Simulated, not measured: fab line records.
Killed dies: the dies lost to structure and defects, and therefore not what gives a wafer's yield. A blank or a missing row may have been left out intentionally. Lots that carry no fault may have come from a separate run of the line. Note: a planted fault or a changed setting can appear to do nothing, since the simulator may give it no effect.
Which tool was responsible? | flow gf180mcu | Sampling: 14 lots, 42 wafers, 4 of 602 route steps

WHAT EACH GAUGE READ, for each wafer
GF_STI_THK_MEAS_24.
lot  | measured    | on            | STI_CVD_23_THK (nm)
L662 | day 2 02:37 | film-metro-04 | 661 660 653
L663 | day 2 08:47 | film-metro-04 | 647 657 647
L664 | day 2 13:51 | film-metro-02 | 636 642 646
L665 | day 2 18:35 | film-metro-04 | 655 653 650
L666 | day 2 23:40 | film-metro-02 | 649 655 655
L667 | day 3 06:29 | film-metro-03 | 652 660 651
L668 | day 3 10:08 | film-metro-02 | 662 664 658
L670 | day 3 22:43 | film-metro-03 | 657 659 657
L671 | day 4 02:10 | film-metro-02 | 646 647 657
L678 | day 5 15:56 | film-metro-02 | 656 647 653
L679 | day 5 19:37 | film-metro-02 | 651 654 649
L682 | day 6 12:20 | film-metro-03 | 654 652 660
L683 | day 6 17:47 | film-metro-04 | 642 651 647
L685 | day 7 02:34 | film-metro-04 | 650 651 651

GF_POLY_GATE_THK_MEAS_17.
lot  | measured     | on            | POLY_GATE_OXIDATION_THK (nm)
L662 | day 9 08:11  | film-metro-02 | 3.82 3.76 3.77
L663 | day 9 13:14  | film-metro-02 | 4.02 3.94 4.16
L664 | day 9 20:53  | film-metro-02 | 4.02 4.03 4.00
L665 | day 10 02:52 | film-metro-02 | 3.94 3.99 3.92
L666 | day 10 13:10 | film-metro-02 | 3.93 3.97 3.96
L667 | day 10 19:45 | film-metro-02 | 4.00 3.99 3.92
L668 | day 10 23:34 | film-metro-02 | 4.03 4.00 4.08
L670 | day 11 17:41 | film-metro-01 | 3.96 3.94 3.93
L671 | day 12 03:46 | film-metro-03 | 4.11 4.14 4.13
L678 | day 14 07:25 | film-metro-02 | 3.95 3.97 3.95
L679 | day 14 12:00 | film-metro-01 | 3.88 3.85 3.92
L682 | day 15 09:07 | film-metro-02 | 3.93 4.06 4.02
L683 | day 15 17:04 | film-metro-01 | 3.95 4.05 4.04
L685 | day 16 08:02 | film-metro-02 | 4.09 3.97 3.97

GF_PSD_RS_MEAS_14: measurement is done with a four-point probe.
lot  | measured     | on            | NSD_RS (ohm/sq)
L662 | day 14 08:04 | film-metro-04 | 46.40 46.33 46.25
L663 | day 14 14:47 | film-metro-04 | 46.11 46.25 46.12
L664 | day 15 01:14 | film-metro-01 | 46.08 46.14 46.21
L665 | day 15 07:54 | film-metro-01 | 46.21 46.19 46.22
L666 | day 15 18:30 | film-metro-01 | 46.26 46.30 46.32
L667 | day 16 03:00 | film-metro-02 | 46.09 46.12 46.13
L668 | day 16 07:47 | film-metro-01 | 46.13 46.20 46.11
L670 | day 17 08:40 | film-metro-04 | 46.13 46.09 46.23
L671 | day 17 19:24 | film-metro-02 | 46.13 46.20 46.09
L678 | day 20 06:59 | film-metro-04 | 46.12 46.08 46.04
L679 | day 20 13:34 | film-metro-02 | 46.11 46.06 46.13
L682 | day 21 11:13 | film-metro-04 | 46.16 46.10 46.17
L683 | day 21 22:12 | film-metro-01 | 46.23 46.18 46.04
L685 | day 22 11:55 | film-metro-01 | 46.27 46.24 46.25

WHICH TOOL RAN EACH LOT (tool, then ch and the chambers of the sampled wafers, then the start)
lot  | GF_MVSD_STRIP_10
L662 | plasma-asher-03 ch 0,1, day 4 11:12
L663 | plasma-asher-03 ch 0,1, day 4 17:19
L664 | plasma-asher-01 ch 0,1, day 4 21:47
L665 | plasma-asher-02 ch 0,1, day 5 02:58
L666 | plasma-asher-01 ch 0,1, day 5 09:35
L667 | plasma-asher-02 ch 0,1, day 5 16:44
L668 | plasma-asher-03 ch 0,1, day 5 19:59
L670 | plasma-asher-03 ch 0,1, day 6 09:38
L671 | plasma-asher-02 ch 0, day 6 15:56
L678 | plasma-asher-03 ch 0,1, day 8 09:02
L679 | plasma-asher-03 ch 0,1, day 8 15:49
L682 | plasma-asher-01 ch 0,1, day 9 09:41
L683 | plasma-asher-02 ch 0,1, day 9 14:32
L685 | plasma-asher-01 ch 0,1, day 10 01:47
- GF_MVSD_STRIP_10: strips in O2/N2.

AS READ BY THE TOOLS THEMSELVES (means over the sampled wafers that have a number; for cases with no such wafer, the mark the record gives instead)
GF_MVSD_STRIP_10.
lot  | tool            | drypump-motor-current-A (A) | heater-power-w (W) | n2-flow-sccm (sccm) | o2-flow-sccm (sccm) | oes-product-au (a.u.) | strip-time-to-endpoint-s (s)
L662 | plasma-asher-03 | 6.11                        | 327                | 300.1               | 2995                | 0.724                 | 36.93
L663 | plasma-asher-03 | 6.08                        | 328                | 299.5               | 3001                | 0.723                 | 37.18
L664 | plasma-asher-01 | 6.60                        | 301                | 300.2               | 2993                | 0.729                 | 37.08
L665 | plasma-asher-02 | 6.18                        | 350                | 301.2               | 3006                | 0.719                 | 36.90
L666 | plasma-asher-01 | 6.65                        | 303                | 300.0               | 3001                | 0.725                 | 36.89
L667 | plasma-asher-02 | 6.14                        | 353                | 299.9               | 3000                | 0.716                 | 36.88
L668 | plasma-asher-03 | 6.07                        | 334                | 299.7               | 3001                | 0.719                 | 36.97
L670 | plasma-asher-03 | 6.00                        | 337                | 300.1               | 3000                | 0.725                 | 36.96
L671 | plasma-asher-02 | 6.23                        | 372                | 299.5               | 3010                | 0.725                 | 37.00
L678 | plasma-asher-03 | 6.09                        | 332                | 300.3               | 2403                | 0.713                 | 37.75
L679 | plasma-asher-03 | 6.07                        | 331                | 299.6               | 2395                | 0.709                 | 37.39
L682 | plasma-asher-01 | 6.64                        | 300                | 299.6               | 3006                | 0.723                 | 36.88
L683 | plasma-asher-02 | 6.18                        | 355                | 300.6               | 2993                | 0.727                 | 37.03
L685 | plasma-asher-01 | 6.69                        | 301                | 299.8               | 3002                | 0.721                 | 36.99

THE ANSWER, worked out from the rows above alone
Rule: the lots themselves supply what counts as usual. Put in order of their means at a reading, lots are off if they are a third of the lots or fewer, leave a main group of 4 or more, and stand apart from it by a gap of 3 or more times the standard deviation of the main group's means; of several such gaps the widest counts. A main group whose means are all the same, to the digits that the tables above print for the reading, isn't used. A lot without any number at a reading at which 4 lots or more have one is off too. Any other lot the step has rows for is counted as sound. The gauges are gone through in route order, then the tools' own readings, and for those a lot's mean is taken as printed above. At the first step where some lot is off, the reading lying furthest off is the one used; lots without a number count as furthest.
Off at GF_MVSD_STRIP_10 (o2-flow-sccm): L678, L679. The main group has a mean of 3001 sccm with a standard deviation of 5.
If a tool, at that step or one of the process steps before it, ran each lot that is off and ran no sound lot following the first of them, it fits. One fits: GF_MVSD_STRIP_10 on plasma-asher-03. Its last sound lot is L670 (day 6 09:38), its first lot that is off L678 (day 8 09:02): a fault that began between those two fits.
The tool's own readings at GF_MVSD_STRIP_10 bear it out: on the lots that are off they differ by more than 5 times the standard deviation of the sound lots' means. o2-flow-sccm reads 2399 sccm there against 3001 sccm on the sound lots; strip-time-to-endpoint-s reads 37.57 s there against 36.97 s on the sound lots.

WHAT HAD BEEN PUT IN BY THE SIMULATOR
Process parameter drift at GF_MVSD_STRIP_10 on plasma-asher-03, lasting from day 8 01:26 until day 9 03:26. A move of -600 in setting o2-flow-sccm, from 3000. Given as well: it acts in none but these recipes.
Shown lots that were struck: L678, L679. The rule above reached the same finding.
